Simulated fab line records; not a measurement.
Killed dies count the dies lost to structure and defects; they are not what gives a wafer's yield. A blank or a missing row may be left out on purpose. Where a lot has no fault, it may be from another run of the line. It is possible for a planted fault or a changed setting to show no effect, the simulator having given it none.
fab line records | flow gf180mcu | part 1 of 2: steps 1 to 28 of 41
record lots=5 | wafers=15 | last-day=33
route steps=602 shown V1@337 M2@362
lots with no fault: from the same line, run without faults
start-h: start of the lot's first displayed wafer, in hours after the record's first day | wait-h: hours from the lot's prior step to this one | " repeats the value in the row above | L1.1+2: a single row standing in for several wafers | - no value, or no start given | * or withheld: withheld | < > ~ a bound
route shown NAME@n: NAME is a module with steps in the file, n the number in the route of the first one | usual: mean/standard deviation of fault-free wafers | same: alike in all rows | chamber/n: place in a boat | sites: each site's reading | _std_site: the values' standard deviation | _edge_site: inner sites' mean taken away from outer sites' mean | radius-mm: how far each site lies from the wafer's centre | mask NAME#n: copy n | behind: the last tool/chamber to shape the wafer | hold: why the lot was held/for how many hours/how that ended | device: which transistor (n, p or np) failed to switch | end of line: at the end of the route, the tests of the same wafers | a step with no rows: only its recipe | killed: not the wafer's yield, but the dies lost to structure and defects at the first sort | map: the dies of a wafer, with x for killed, . for not killed, _ for no die there
set.NAME: the setting that was run; set.NAME@STEP: the one run at that earlier step | model.NAME: the simulator's own value behind a step, which no gauge read
lots at selected steps of the route; one table per step, one row per wafer
services: when a tool's chamber went out of use (start-h, in hours from the record's first day, below 0 if earlier), for how many hours, and the reason
## steps
# step GF_V1_CVD_02
# recipe material=SiO2 | target-thk-nm=850 | precursor=TEOS | temp-c=400 | time-s=94.851 | rf-w=600
# usual heater-power-w=622/97
lot.wafer | tool     | chamber | start-h | wait-h | heater-power-w
L076.3    | pecvd-02 | 0       | 412.14  | 0.0    | 563
L076.4    | "        | 1       | "       | "      | 652
L076.6    | "        | 2       | "       | "      | 639
L082.1    | pecvd-02 | 0       | 459.56  | 0.1    | 474
L082.5    | "        | 1       | "       | "      | 572
L082.6    | "        | 2       | "       | "      | 638
L083.3    | pecvd-03 | 1       | 466.06  | 0.0    | 662
L083.4    | "        | 0       | "       | "      | 460
L083.5    | "        | 2       | "       | "      | 585
L092.1    | pecvd-03 | 0       | 542.16  | 0.1    | 559
L092.4    | "        | 2       | "       | "      | 585
L092.5    | "        | 1       | "       | "      | 683
L094.1    | pecvd-03 | 1       | 563.69  | 0.1    | 675
L094.2    | "        | 2       | "       | "      | 653
L094.4    | "        | 1       | "       | "      | 540
# step GF_V1_THK_MEAS_03
# recipe reads=SiO2_of_V1_CVD_02
# usual V1_CVD_02_THK=852/11
lot.wafer | tool          | chamber | start-h | wait-h | V1_CVD_02_THK[nm]
L076.3    | film-metro-04 | -       | 412.23  | 0.1    | 851
L076.4    | "             | -       | "       | "      | 863
L076.6    | "             | -       | "       | "      | 869
L082.1    | film-metro-04 | -       | 459.63  | 0.0    | 845
L082.5    | "             | -       | "       | "      | 853
L082.6    | "             | -       | "       | "      | 858
L083.3    | film-metro-03 | -       | 466.15  | 0.1    | 836
L083.4    | "             | -       | "       | "      | 866
L083.5    | "             | -       | "       | "      | 848
L092.1    | film-metro-04 | -       | 542.23  | 0.0    | 847
L092.4    | "             | -       | "       | "      | 860
L092.5    | "             | -       | "       | "      | 863
L094.1    | film-metro-01 | -       | 563.76  | 0.0    | 841
L094.2    | "             | -       | "       | "      | 843
L094.4    | "             | -       | "       | "      | 847
# step GF_V1_CMP_04
# recipe material=SiO2 | down-force-psi=4 | platen-rpm=60 | pad-velocity-m-s=0.94248
# usual motor-current-A=11.9/1.2 | slurry-flow-ml-min=150.0/0.5 | time-to-endpoint-s=78/4.7
lot.wafer | tool   | chamber | start-h | wait-h | motor-current-A | slurry-flow-ml-min | time-to-endpoint-s
L076.3    | cmp-02 | 3       | 412.27  | 0.0    | 10.5            | 149.2              | 78
L076.4    | "      | 0       | "       | "      | 11.7            | 150.4              | 78
L076.6    | "      | 3       | "       | "      | 11.0            | 149.2              | 88
L082.1    | cmp-02 | 3       | 459.96  | 0.3    | 11.1            | 149.7              | 78
L082.5    | "      | 1       | "       | "      | 11.9            | 149.9              | 79
L082.6    | "      | 2       | "       | "      | 13.5            | 149.8              | 85
L083.4    | cmp-02 | 2       | 466.19  | 0.0    | 12.9            | 150.1              | 86
L083.3    | "      | 1       | "       | "      | 12.3            | 150.5              | 74
L083.5    | "      | 3       | "       | "      | 10.5            | 149.4              | 84
L092.4    | cmp-01 | 1       | 542.29  | 0.0    | 9.6             | 149.6              | 86
L092.1    | "      | 2       | "       | "      | 12.5            | 149.2              | 74
L092.5    | "      | 1       | "       | "      | 9.9             | 149.6              | 88
L094.1    | cmp-01 | 2       | 563.82  | 0.1    | 12.0            | 150.0              | 73
L094.4    | "      | 0       | "       | "      | 13.1            | 150.3              | 74
L094.2    | "      | 1       | "       | "      | 9.9             | 149.9              | 78
# step GF_V1_BOW_MEAS_05
# recipe mode=bow
# usual V1_BOW=82/7.3
lot.wafer | tool          | chamber | start-h | wait-h | V1_BOW[um]
L076.3    | film-metro-03 | -       | 412.61  | 0.3    | 80
L076.4    | "             | -       | "       | "      | 77
L076.6    | "             | -       | "       | "      | 69
L082.1    | film-metro-04 | -       | 460.16  | 0.1    | 85
L082.5    | "             | -       | "       | "      | 86
L082.6    | "             | -       | "       | "      | 88
L083.3    | film-metro-01 | -       | 466.53  | 0.1    | 87
L083.4    | "             | -       | "       | "      | 83
L083.5    | "             | -       | "       | "      | 86
L092.1    | film-metro-04 | -       | 542.59  | 0.2    | 85
L092.4    | "             | -       | "       | "      | 69
L092.5    | "             | -       | "       | "      | 76
L094.1    | film-metro-04 | -       | 564.12  | 0.2    | 73
L094.2    | "             | -       | "       | "      | 87
L094.4    | "             | -       | "       | "      | 86
# step GF_V1_DEHYDRATE_06
# recipe temp-c=200 | time-s=60
lot.wafer  | tool           | chamber | start-h | wait-h
L076.3+4+6 | litho-track-01 | 0       | 423.75  | 11.1
L082.1+5+6 | litho-track-04 | 0       | 471.54  | 11.4
L083.3+4+5 | litho-track-01 | 0       | 477.75  | 11.2
L092.1+4+5 | litho-track-01 | 0       | 553.30  | 10.7
L094.1+2+4 | litho-track-03 | 0       | 574.21  | 10.1
# step GF_V1_HMDS_07
# recipe prime-time-s=60 | prime-temp-c=120
lot.wafer  | tool           | chamber | start-h | wait-h
L076.3+4+6 | litho-track-01 | 0       | 423.90  | 0.1
L082.1+5+6 | litho-track-04 | 0       | 471.69  | 0.1
L083.3+4+5 | litho-track-01 | 0       | 477.90  | 0.1
L092.1+4+5 | litho-track-01 | 0       | 553.45  | 0.1
L094.1+2+4 | litho-track-03 | 0       | 574.36  | 0.1
# step GF_V1_COAT_08
# recipe resist=BARC | temp-c=withheld | time-s=withheld | spin-rpm=withheld | resist-thk-nm=withheld
lot.wafer  | tool           | chamber | start-h | wait-h
L076.3+4+6 | litho-track-01 | 0       | 424.05  | 0.1
L082.1+5+6 | litho-track-04 | 0       | 471.84  | 0.1
L083.3+4+5 | litho-track-01 | 0       | 478.05  | 0.1
L092.1+4+5 | litho-track-01 | 0       | 553.60  | 0.1
L094.1+2+4 | litho-track-03 | 0       | 574.51  | 0.1
# step GF_V1_COAT_09
# recipe resist=KrF | spin-rpm=withheld | resist-thk-nm=1000
lot.wafer  | tool           | chamber | start-h | wait-h
L076.3+4+6 | litho-track-01 | 0       | -       | -
L082.1+5+6 | litho-track-04 | 0       | -       | -
L083.3+4+5 | litho-track-01 | 0       | -       | -
L092.1+4+5 | litho-track-01 | 0       | -       | -
L094.1+2+4 | litho-track-03 | 0       | -       | -
# step GF_V1_SOFTBAKE_10
# recipe temp-c=130 | time-s=60 | resist=KrF
lot.wafer  | tool           | chamber | start-h | wait-h
L076.3+4+6 | litho-track-01 | 0       | -       | -
L082.1+5+6 | litho-track-04 | 0       | -       | -
L083.3+4+5 | litho-track-01 | 0       | -       | -
L092.1+4+5 | litho-track-01 | 0       | -       | -
L094.1+2+4 | litho-track-03 | 0       | -       | -
# step GF_V1_EXPOSE_11
# recipe mask-id=Via1 | target-cd-nm=260 | na=0.68 | source-shape=conventional | sigma-outer=0.6 | dose-mj=38
lot.wafer  | tool           | chamber | start-h | wait-h | mask
L076.3+4+6 | krf-scanner-02 | 0       | -       | -      | Via1#0
L082.1+5+6 | krf-scanner-02 | 0       | -       | -      | Via1#0
L083.3+4+5 | krf-scanner-02 | 0       | -       | -      | Via1#0
L092.1+4+5 | krf-scanner-02 | 0       | -       | -      | Via1#0
L094.1+2+4 | krf-scanner-02 | 0       | -       | -      | Via1#0
# step GF_V1_PEB_12
# recipe peb-temp-c=135 | peb-time-s=90 | resist=KrF
# same peb-time-s=90
lot.wafer  | tool           | chamber | start-h | wait-h
L076.3+4+6 | litho-track-03 | 0       | -       | -
L082.1+5+6 | litho-track-04 | 0       | -       | -
L083.3+4+5 | litho-track-01 | 0       | -       | -
L092.1+4+5 | litho-track-03 | 0       | -       | -
L094.1+2+4 | litho-track-04 | 0       | -       | -
# step GF_V1_DEVELOP_13
# recipe develop-time-s=60 | resist=KrF | dev-temp-c=21
lot.wafer  | tool           | chamber | start-h | wait-h
L076.3+4+6 | litho-track-03 | 0       | 436.66  | 0.1
L082.1+5+6 | litho-track-04 | 0       | 483.69  | 0.2
L083.3+4+5 | litho-track-01 | 0       | 489.65  | 0.1
L092.1+4+5 | litho-track-03 | 0       | 565.01  | 0.2
L094.1+2+4 | litho-track-04 | 0       | 585.29  | 0.2
# step GF_V1_CD_MEAS_14
# recipe target-cd-nm=260
# usual cd-nm=259.6/1.4
lot.wafer | tool      | chamber | start-h | wait-h | cd-nm
L076.3    | cd-sem-01 | -       | 436.80  | 0.1    | 258.6
L076.4    | "         | -       | "       | "      | 259.4
L076.6    | "         | -       | "       | "      | 258.7
L082.1    | cd-sem-01 | -       | 483.84  | 0.1    | 259.0
L082.5    | "         | -       | "       | "      | 257.4
L082.6    | "         | -       | "       | "      | 258.9
L083.3    | cd-sem-01 | -       | 489.79  | 0.1    | 261.0
L083.4    | "         | -       | "       | "      | 260.5
L083.5    | "         | -       | "       | "      | 263.2
L092.1    | cd-sem-02 | -       | 565.16  | 0.1    | 258.3
L092.4    | "         | -       | "       | "      | 259.5
L092.5    | "         | -       | "       | "      | 260.7
L094.1    | cd-sem-01 | -       | 585.44  | 0.1    | 259.0
L094.2    | "         | -       | "       | "      | 259.1
L094.4    | "         | -       | "       | "      | 259.0
# step GF_V1_OVL_MEAS_15
# usual V1_OVL=1/4.3
lot.wafer | tool       | chamber | start-h | wait-h | V1_OVL[nm]
L076.3    | overlay-02 | -       | 436.90  | 0.1    | 1
L076.4    | "          | -       | "       | "      | 0
L076.6    | "          | -       | "       | "      | -3
L082.1    | overlay-01 | -       | 483.96  | 0.1    | 1
L082.5    | "          | -       | "       | "      | -3
L082.6    | "          | -       | "       | "      | 1
L083.3    | overlay-01 | -       | 489.88  | 0.1    | -4
L083.4    | "          | -       | "       | "      | 3
L083.5    | "          | -       | "       | "      | -6
L092.1    | overlay-01 | -       | 565.28  | 0.1    | -5
L092.4    | "          | -       | "       | "      | -2
L092.5    | "          | -       | "       | "      | -1
L094.1    | overlay-01 | -       | 585.56  | 0.1    | -1
L094.2    | "          | -       | "       | "      | 0
L094.4    | "          | -       | "       | "      | -3
# step GF_V1_ETCH_16
# recipe chemistry=N2/H2 | target-depth-a=withheld | overetch-a=withheld | time-s=withheld | target=BARC | ion-energy-ev=200 | source-w=500 | bias-w=100 | pressure-mtorr=30 | n2-flow-sccm=100 | h2-flow-sccm=200
# usual drypump-motor-current-A=5.9/0.35 | oes-product-au=0.854/0.0047 | throttle-valve-pct=13.223/0.0082
lot.wafer | tool        | chamber | start-h | wait-h | drypump-motor-current-A | oes-product-au | throttle-valve-pct
L076.3    | rie-diel-03 | 0       | 436.92  | 0.0    | 6.2                     | 0.855          | 13.228
L076.4    | "           | 3       | "       | "      | 6.4                     | 0.854          | 13.228
L076.6    | "           | 0       | "       | "      | 6.2                     | 0.865          | 13.215
L082.1    | rie-diel-02 | 2       | 484.00  | 0.0    | 5.8                     | 0.847          | 13.214
L082.5    | "           | 1       | "       | "      | 6.1                     | 0.854          | 13.225
L082.6    | "           | 3       | "       | "      | 5.5                     | 0.851          | 13.239
L083.3    | rie-diel-02 | 3       | 489.90  | 0.0    | 5.5                     | 0.855          | 13.227
L083.4    | "           | 2       | "       | "      | 5.7                     | 0.853          | 13.233
L083.5    | "           | 2       | "       | "      | 5.8                     | 0.859          | 13.213
L092.1    | rie-diel-02 | 0       | 565.32  | 0.0    | 5.4                     | 0.853          | 13.204
L092.4    | "           | 3       | "       | "      | 5.5                     | 0.851          | 13.218
L092.5    | "           | 2       | "       | "      | 5.8                     | 0.853          | 13.233
L094.1    | rie-diel-04 | 1       | 585.60  | 0.0    | 5.6                     | 0.851          | 13.230
L094.2    | "           | 0       | "       | "      | 6.1                     | 0.852          | 13.226
L094.4    | "           | 3       | "       | "      | 6.3                     | 0.850          | 13.216
# step GF_V1_ETCH_17
# recipe chemistry=C4F8/O2/Ar | mask-material=KrF | target=SiO2 | stop-on=TiN | source-w=1500 | bias-w=1200 | pressure-mtorr=40 | c4f8-flow-sccm=withheld | O2_flow_sccm=6 | Ar_flow_sccm=300 | time-s=withheld | target-depth-a=6300
# usual oes-product-au=0.855/0.0045
lot.wafer | tool        | chamber | start-h | wait-h | oes-product-au
L076.3    | rie-diel-03 | 0       | -       | -      | 0.859
L076.4    | "           | 3       | "       | "      | 0.857
L076.6    | "           | 0       | "       | "      | 0.858
L082.1    | rie-diel-02 | 2       | -       | -      | 0.850
L082.5    | "           | 1       | "       | "      | 0.856
L082.6    | "           | 3       | "       | "      | 0.852
L083.3    | rie-diel-02 | 3       | -       | -      | 0.856
L083.4    | "           | 2       | "       | "      | 0.857
L083.5    | "           | 2       | "       | "      | 0.853
L092.1    | rie-diel-02 | 0       | -       | -      | 0.854
L092.4    | "           | 3       | "       | "      | 0.856
L092.5    | "           | 2       | "       | "      | 0.856
L094.1    | rie-diel-04 | 1       | -       | -      | 0.851
L094.2    | "           | 0       | "       | "      | 0.851
L094.4    | "           | 3       | "       | "      | 0.850
# step GF_V1_STRIP_18
# recipe chemistry=O2/N2 | power-w=1400 | pressure-mtorr=1500 | platen-temp-c=250 | o2-flow-sccm=3000 | n2-flow-sccm=300 | overash-fraction=0.5
# usual drypump-motor-current-A=5.8/0.41 | heater-power-w=329/25 | o2-flow-sccm=3000/8.8 | oes-product-au=0.593/0.0053
lot.wafer | tool            | chamber | start-h | wait-h | drypump-motor-current-A | heater-power-w | o2-flow-sccm | oes-product-au | rf-hours-counter-h
L076.3    | plasma-asher-01 | 1       | 437.08  | -      | 6.2                     | 307            | 2997         | 0.594          | -
L076.4    | "               | 0       | "       | "      | 5.5                     | 319            | 3002         | 0.604          | -
L076.6    | "               | 0       | "       | "      | 5.5                     | 323            | 2995         | 0.598          | -
L082.1    | plasma-asher-03 | 1       | 484.13  | -      | 6.1                     | 297            | 3005         | 0.597          | 64
L082.5    | "               | 0       | "       | "      | 6.1                     | 364            | 2999         | 0.597          | -
L082.6    | "               | 1       | "       | "      | 6.1                     | 303            | 3012         | 0.593          | -
L083.3    | plasma-asher-01 | 1       | 490.07  | -      | 6.2                     | 310            | 2996         | 0.605          | -
L083.4    | "               | 0       | "       | "      | 5.5                     | 335            | 2992         | 0.585          | -
L083.5    | "               | 0       | "       | "      | 5.5                     | 328            | 3013         | 0.591          | -
L092.1    | plasma-asher-01 | 1       | 565.45  | -      | 6.2                     | 312            | 2998         | 0.595          | 91
L092.4    | "               | 1       | "       | "      | 6.2                     | 322            | 3005         | 0.595          | -
L092.5    | "               | 1       | "       | "      | 6.2                     | 313            | 3008         | 0.598          | -
L094.1    | plasma-asher-03 | 1       | 585.73  | -      | 6.2                     | 309            | 3002         | 0.593          | 76
L094.2    | "               | 0       | "       | "      | 6.1                     | 362            | 3015         | 0.591          | 76
L094.4    | "               | 0       | "       | "      | 6.1                     | 368            | 3001         | 0.591          | -
# step GF_V1_STRIP_19
# recipe chemistry=post-etch-residue-remover | time-s=1200 | temp-c=72.5
lot.wafer  | tool         | chamber | start-h | wait-h
L076.3+4+6 | wet-bench-04 | 3       | 437.15  | 0.0
L082.1+5+6 | wet-bench-03 | 0       | 484.23  | 0.1
L083.3+4+5 | wet-bench-04 | 2       | 490.13  | 0.0
L092.1+4+5 | wet-bench-04 | 0       | 565.55  | 0.1
L094.1+2+4 | wet-bench-03 | 2       | 585.83  | 0.1
# step GF_V1_CLEAN_20
# recipe chemistry=DIW | dry=n2-spin
lot.wafer  | tool         | chamber | start-h | wait-h
L076.3+4+6 | wet-bench-01 | 0       | 437.49  | 0.0
L082.1+5+6 | wet-bench-01 | 1       | 484.91  | 0.0
L083.3+4+5 | wet-bench-03 | 3       | 490.50  | 0.0
L092.1+4+5 | wet-bench-01 | 2       | 565.89  | 0.0
L094.1+2+4 | wet-bench-01 | 2       | 586.17  | 0.0
# step GF_V1_SPUTTER_21
# recipe material=Ti | target-thk-nm=15 | chamber-pressure-pa=5 | power-w=2500 | substrate-temp-c=200 | time-s=80.02
# usual cathode-dc-power-W=2500.0/0.46 | throttle-valve-pct=30.3/1
lot.wafer | tool           | chamber | start-h | wait-h | cathode-dc-power-W | throttle-valve-pct
L076.3    | pvd-sputter-01 | -       | 437.58  | 0.0    | 2499.5             | 31.9
L076.4    | "              | -       | "       | "      | 2499.8             | 30.3
L076.6    | "              | -       | "       | "      | 2500.1             | 30.1
L082.1    | pvd-sputter-01 | -       | 485.01  | 0.0    | 2499.9             | 31.6
L082.5    | "              | -       | "       | "      | 2500.3             | 32.0
L082.6    | "              | -       | "       | "      | 2500.3             | 31.1
L083.3    | pvd-sputter-03 | -       | 490.70  | 0.0    | 2499.4             | 29.8
L083.4    | "              | -       | "       | "      | 2500.4             | 30.0
L083.5    | "              | -       | "       | "      | 2499.8             | 29.7
L092.1    | pvd-sputter-01 | -       | 565.98  | 0.0    | 2499.4             | 31.6
L092.4    | "              | -       | "       | "      | 2500.3             | 30.1
L092.5    | "              | -       | "       | "      | 2499.3             | 30.0
L094.1    | pvd-sputter-04 | -       | 586.27  | 0.0    | 2500.6             | 29.6
L094.2    | "              | -       | "       | "      | 2499.9             | 29.5
L094.4    | "              | -       | "       | "      | 2500.0             | 29.7
# step GF_V1_SPUTTER_22
# recipe material=TiN | target-thk-nm=10 | chamber-pressure-pa=5 | power-w=4000 | time-s=40
# usual cathode-dc-power-W=3999.9/0.74 | throttle-valve-pct=30.3/1
lot.wafer | tool           | chamber | start-h | wait-h | cathode-dc-power-W | throttle-valve-pct
L076.3    | pvd-sputter-01 | -       | 437.64  | 0.0    | 3999.1             | 31.9
L076.4    | "              | -       | "       | "      | 3999.8             | 30.1
L076.6    | "              | -       | "       | "      | 3999.4             | 30.2
L082.1    | pvd-sputter-01 | -       | 485.07  | 0.0    | 3999.9             | 31.4
L082.5    | "              | -       | "       | "      | 4000.5             | 31.7
L082.6    | "              | -       | "       | "      | 4000.0             | 30.9
L083.3    | pvd-sputter-03 | -       | 490.77  | 0.0    | 4000.0             | 29.6
L083.4    | "              | -       | "       | "      | 4000.2             | 30.4
L083.5    | "              | -       | "       | "      | 3999.7             | 30.1
L092.1    | pvd-sputter-01 | -       | 566.04  | 0.0    | 3999.4             | 31.2
L092.4    | "              | -       | "       | "      | 4000.4             | 29.8
L092.5    | "              | -       | "       | "      | 4001.6             | 30.2
L094.1    | pvd-sputter-04 | -       | 586.33  | 0.0    | 3999.7             | 29.1
L094.2    | "              | -       | "       | "      | 4000.9             | 29.3
L094.4    | "              | -       | "       | "      | 4000.0             | 29.8
# step GF_V1_CVD_23
# recipe material=W | target-thk-nm=350 | time-s=105.05 | temp-c=400 | pressure-torr=40
# usual heater-power-w=912/34
lot.wafer | tool     | chamber | start-h | wait-h | heater-power-w
L076.3    | cvd-w-02 | 0       | 437.72  | 0.1    | 907
L076.4    | "        | 1       | "       | "      | 934
L076.6    | "        | 1       | "       | "      | 907
L082.1    | cvd-w-02 | 0       | 485.11  | 0.0    | 908
L082.5    | "        | 1       | "       | "      | 914
L082.6    | "        | 0       | "       | "      | 929
L083.3    | cvd-w-02 | 1       | 490.84  | 0.1    | 897
L083.4    | "        | 0       | "       | "      | 906
L083.5    | "        | 1       | "       | "      | 908
L092.1    | cvd-w-01 | 0       | 566.08  | 0.0    | 978
L092.4    | "        | 0       | "       | "      | 967
L092.5    | "        | 0       | "       | "      | 958
L094.1    | cvd-w-01 | 1       | 586.37  | 0.0    | 903
L094.2    | "        | 0       | "       | "      | 948
L094.4    | "        | 0       | "       | "      | 974
# step GF_V1_RS_MEAS_24
# recipe thk-meas-gauge=four-point-probe | reads=W_of_V1_CVD_23+TiN_of_V1_SPUTTER_22+Ti_of_V1_SPUTTER_21
# usual V1_W_RS=0.330/0.0048
lot.wafer | tool          | chamber | start-h | wait-h | V1_W_RS[ohm/sq]
L076.3    | film-metro-04 | -       | 437.84  | 0.1    | 0.329
L076.4    | "             | -       | "       | "      | 0.334
L076.6    | "             | -       | "       | "      | 0.336
L082.1    | film-metro-01 | -       | 485.22  | 0.1    | 0.323
L082.5    | "             | -       | "       | "      | 0.327
L082.6    | "             | -       | "       | "      | 0.321
L083.3    | film-metro-04 | -       | 490.96  | 0.1    | 0.329
L083.4    | "             | -       | "       | "      | 0.322
L083.5    | "             | -       | "       | "      | 0.331
L092.1    | film-metro-04 | -       | 566.19  | 0.1    | 0.336
L092.4    | "             | -       | "       | "      | 0.330
L092.5    | "             | -       | "       | "      | 0.334
L094.1    | film-metro-03 | -       | 586.48  | 0.1    | 0.339
L094.2    | "             | -       | "       | "      | 0.336
L094.4    | "             | -       | "       | "      | 0.339
# step GF_V1_THK_MEAS_25
# recipe thk-meas-gauge=xrf | reads=W_of_V1_CVD_23
# usual V1_W_THK=350/7.8
lot.wafer | tool          | chamber | start-h | wait-h | V1_W_THK[nm]
L076.3    | film-metro-04 | -       | 437.94  | 0.1    | 353
L076.4    | "             | -       | "       | "      | 345
L076.6    | "             | -       | "       | "      | 344
L082.1    | film-metro-01 | -       | 485.34  | 0.1    | 362
L082.5    | "             | -       | "       | "      | 356
L082.6    | "             | -       | "       | "      | 362
L083.3    | film-metro-04 | -       | 491.06  | 0.1    | 352
L083.4    | "             | -       | "       | "      | 359
L083.5    | "             | -       | "       | "      | 348
L092.1    | film-metro-04 | -       | 566.31  | 0.1    | 346
L092.4    | "             | -       | "       | "      | 350
L092.5    | "             | -       | "       | "      | 348
L094.1    | film-metro-03 | -       | 586.60  | 0.1    | 339
L094.2    | "             | -       | "       | "      | 339
L094.4    | "             | -       | "       | "      | 337
# step GF_V1_CMP_26
# recipe stop-on=SiO2 | down-force-psi=3.5 | platen-rpm=60 | t-overpolish-s=15 | target-thk-nm=0 | pad-velocity-m-s=0.94248
# usual motor-current-A=11.0/1.2 | overpolish-run-s=15.001/0.0082 | slurry-flow-ml-min=150.0/0.51 | time-to-endpoint-s=82/4.3
lot.wafer | tool   | chamber | start-h | wait-h | motor-current-A | overpolish-run-s | slurry-flow-ml-min | time-to-endpoint-s
L076.3    | cmp-01 | 0       | 437.98  | 0.0    | 12.1            | 15.007           | 149.4              | 78
L076.4    | "      | 1       | "       | "      | 8.9             | 15.008           | 150.0              | 82
L076.6    | "      | 0       | "       | "      | 12.3            | 15.003           | 149.9              | 77
L082.1    | cmp-02 | 2       | 485.45  | 0.1    | 11.7            | 14.996           | 150.1              | 88
L082.5    | "      | 1       | "       | "      | 11.2            | 15.009           | 150.1              | 89
L082.6    | "      | 2       | "       | "      | 11.7            | 14.994           | 149.4              | 91
L083.4    | cmp-01 | 3       | 491.20  | 0.1    | 12.2            | 14.993           | 150.6              | 80
L083.3    | "      | 0       | "       | "      | 11.8            | 15.009           | 150.1              | 75
L083.5    | "      | 2       | "       | "      | 11.5            | 15.005           | 150.4              | 75
L092.1    | cmp-01 | 0       | 566.42  | 0.1    | 11.4            | 15.008           | 149.6              | 77
L092.4    | "      | 1       | "       | "      | 8.8             | 14.995           | 151.0              | 88
L092.5    | "      | 0       | "       | "      | 12.4            | 14.992           | 149.7              | 78
L094.4    | cmp-01 | 1       | 586.66  | 0.0    | 9.3             | 14.988           | 150.4              | 87
L094.2    | "      | 2       | "       | "      | 11.2            | 15.006           | 150.6              | 77
L094.1    | "      | 0       | "       | "      | 11.8            | 15.009           | 150.4              | 77
# step GF_M2_SPUTTER_00
# recipe material=Ti | target-thk-nm=37.5 | arriving-ion-energy-ev=80 | substrate-temp-c=200 | chamber-pressure-pa=2 | power-w=4000 | time-s=150
# usual cathode-dc-power-W=4000.0/0.69 | throttle-valve-pct=30.1/0.86
lot.wafer | tool           | chamber | start-h | wait-h | cathode-dc-power-W | throttle-valve-pct
L076.3    | pvd-sputter-03 | -       | 438.28  | 0.2    | 3999.6             | 29.4
L076.4    | "              | -       | "       | "      | 4001.1             | 30.1
L076.6    | "              | -       | "       | "      | 3998.9             | 29.9
L082.1    | pvd-sputter-04 | -       | 485.70  | 0.2    | 4000.6             | 29.2
L082.5    | "              | -       | "       | "      | 3999.8             | 29.4
L082.6    | "              | -       | "       | "      | 4000.5             | 30.1
L083.3    | pvd-sputter-04 | -       | 491.40  | 0.1    | 4000.5             | 29.4
L083.4    | "              | -       | "       | "      | 4000.5             | 29.3
L083.5    | "              | -       | "       | "      | 3999.8             | 30.9
L092.1    | pvd-sputter-02 | -       | 566.67  | 0.2    | 4000.9             | 29.8
L092.4    | "              | -       | "       | "      | 4001.0             | 30.9
L092.5    | "              | -       | "       | "      | 3999.8             | 30.7
L094.1    | pvd-sputter-02 | -       | 586.96  | 0.1    | 3999.0             | 29.9
L094.2    | "              | -       | "       | "      | 3998.7             | 30.9
L094.4    | "              | -       | "       | "      | 3999.4             | 31.0
# step GF_M2_SPUTTER_01
# recipe material=TiN | target-thk-nm=30 | power-w=6500 | time-s=25 | chamber-pressure-pa=0.4
# usual cathode-dc-power-W=6499.9/1.1 | throttle-valve-pct=30.1/0.83
lot.wafer | tool           | chamber | start-h | wait-h | cathode-dc-power-W | throttle-valve-pct
L076.3    | pvd-sputter-03 | -       | 438.38  | 0.1    | 6499.6             | 29.5
L076.4    | "              | -       | "       | "      | 6499.4             | 29.7
L076.6    | "              | -       | "       | "      | 6499.7             | 29.9
L082.1    | pvd-sputter-04 | -       | 485.80  | 0.1    | 6499.7             | 29.4
L082.5    | "              | -       | "       | "      | 6498.4             | 29.2
L082.6    | "              | -       | "       | "      | 6499.0             | 30.0
L083.3    | pvd-sputter-04 | -       | 491.50  | 0.1    | 6500.0             | 29.0
L083.4    | "              | -       | "       | "      | 6500.7             | 29.6
L083.5    | "              | -       | "       | "      | 6499.3             | 30.9
L092.1    | pvd-sputter-02 | -       | 566.77  | 0.1    | 6500.2             | 29.8
L092.4    | "              | -       | "       | "      | 6500.6             | 30.9
L092.5    | "              | -       | "       | "      | 6501.3             | 31.0
L094.1    | pvd-sputter-02 | -       | 587.06  | 0.1    | 6501.2             | 30.1
L094.2    | "              | -       | "       | "      | 6499.8             | 30.8
L094.4    | "              | -       | "       | "      | 6501.1             | 31.1
# step GF_M2_SPUTTER_02
# recipe material=AlCu | target-thk-nm=450 | power-w=10600 | time-s=23.9 | chamber-pressure-pa=0.4
# usual cathode-dc-power-W=10600/1.9 | throttle-valve-pct=30.1/0.83
lot.wafer | tool           | chamber | start-h | wait-h | cathode-dc-power-W | throttle-valve-pct
L076.3    | pvd-sputter-03 | -       | 438.41  | 0.0    | 10598              | 29.7
L076.4    | "              | -       | "       | "      | 10600              | 29.7
L076.6    | "              | -       | "       | "      | 10604              | 29.9
L082.1    | pvd-sputter-04 | -       | 485.83  | 0.0    | 10596              | 29.4
L082.5    | "              | -       | "       | "      | 10601              | 29.1
L082.6    | "              | -       | "       | "      | 10599              | 29.9
L083.3    | pvd-sputter-04 | -       | 491.53  | 0.0    | 10598              | 29.2
L083.4    | "              | -       | "       | "      | 10601              | 29.2
L083.5    | "              | -       | "       | "      | 10598              | 31.1
L092.1    | pvd-sputter-02 | -       | 566.80  | 0.0    | 10600              | 30.0
L092.4    | "              | -       | "       | "      | 10599              | 31.1
L092.5    | "              | -       | "       | "      | 10597              | 31.1
L094.1    | pvd-sputter-02 | -       | 587.09  | 0.0    | 10598              | 29.7
L094.2    | "              | -       | "       | "      | 10602              | 31.0
L094.4    | "              | -       | "       | "      | 10602              | 31.0
